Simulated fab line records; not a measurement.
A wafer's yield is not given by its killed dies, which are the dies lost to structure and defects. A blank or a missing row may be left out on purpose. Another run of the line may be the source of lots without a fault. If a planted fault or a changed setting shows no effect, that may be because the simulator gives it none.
Which of the tools did it? + flow gf180mcu + Sampling: 13 lots, 39 wafers, 2 of 602 route steps

WHAT THE GAUGES READ, wafer by wafer
GF_V5_THK_MEAS_01.
| lot  | measured     | on            | V5_CVD_00_THK (nm) |
|------|--------------|---------------|--------------------|
| L131 | day 26 16:09 | film metro-02 | 294.8 297.0 294.0  |
| L132 | day 27 01:27 | film metro-02 | 295.8 294.4 294.4  |
| L134 | day 27 12:34 | film metro-04 | 302.0 299.0 298.7  |
| L136 | day 28 07:28 | film metro-02 | 302.6 302.3 298.4  |
| L143 | day 30 08:24 | film metro-02 | 302.0 300.8 302.5  |
| L144 | day 30 12:21 | film metro-03 | 303.1 304.8 302.6  |
| L146 | day 31 03:07 | film metro-03 | 298.0 298.3 300.3  |
| L147 | day 31 10:16 | film metro-04 | 301.5 297.8 302.2  |
| L148 | day 31 14:58 | film metro-03 | 299.8 299.0 299.2  |
| L149 | day 32 00:13 | film metro-02 | 301.0 299.3 299.1  |
| L150 | day 32 07:19 | film metro-02 | 302.9 301.6 296.3  |
| L153 | day 32 18:37 | film metro-04 | 302.5 301.2 300.5  |
| L152 | day 32 19:30 | film metro-02 | 296.7 298.2 297.7  |

GF_V5_OVL_MEAS_15.
| lot  | measured     | on         | V5_OVL (nm) |
|------|--------------|------------|-------------|
| L131 | day 27 12:58 | overlay-02 | -8 -3 1     |
| L132 | day 27 22:01 | overlay-01 | -5 -1 4     |
| L134 | day 28 08:51 | overlay-02 | 5 5 0       |
| L136 | day 29 03:19 | overlay-02 | -9 -2 1     |
| L143 | day 31 03:02 | overlay-02 | 5 2 13      |
| L144 | day 31 07:19 | overlay-01 | -5 -1 -5    |
| L146 | day 31 21:22 | overlay-02 | -3 -6 -3    |
| L147 | day 32 04:25 | overlay-02 | -7 -15 -9   |
| L148 | day 32 08:15 | overlay-02 | 0 1 -1      |
| L149 | day 32 17:35 | overlay-01 | -3 -5 -4    |
| L150 | day 33 00:06 | overlay-01 | 1 10 -2     |
| L153 | day 33 10:57 | overlay-01 | 2 2 -4      |
| L152 | day 33 11:37 | overlay-01 | -7 -4 2     |

WHICH TOOL RAN EACH LOT (tool, then ch and the chambers of the sampled wafers, then the start)
Record: no process step prior to these readings.

AS READ BY THE TOOLS THEMSELVES (means over the sampled wafers that have a number; for cases with no such wafer, the mark the record gives instead)
The record holds no such reading with a usual standard deviation.

THE ANSWER, worked out from the rows above alone
Rule: the lots themselves supply what counts as usual. The widest of any qualifying gaps counts: lots, ordered by their means at a reading, are off when they make up no more than a third of the lots, leave a main group of 4 or more, and stand apart from it by 3 or more times the standard deviation of that group's means. Not used: any main group whose means are identical at the precision the tables above print for the reading. A lot without any number at a reading at which 4 lots or more have one is off too. Where the step has rows for the other lots, those lots are counted as sound. Order of review: gauges by route order, followed by the tools' own readings, for which a lot's mean as printed above is used. The first step at which some lot is off is used, and at that step the reading that is off furthest; a lot without a number counts as furthest.
None of the lots is off at any reading shown; this tells nothing.

WHAT THE SIMULATOR HAD INSERTED
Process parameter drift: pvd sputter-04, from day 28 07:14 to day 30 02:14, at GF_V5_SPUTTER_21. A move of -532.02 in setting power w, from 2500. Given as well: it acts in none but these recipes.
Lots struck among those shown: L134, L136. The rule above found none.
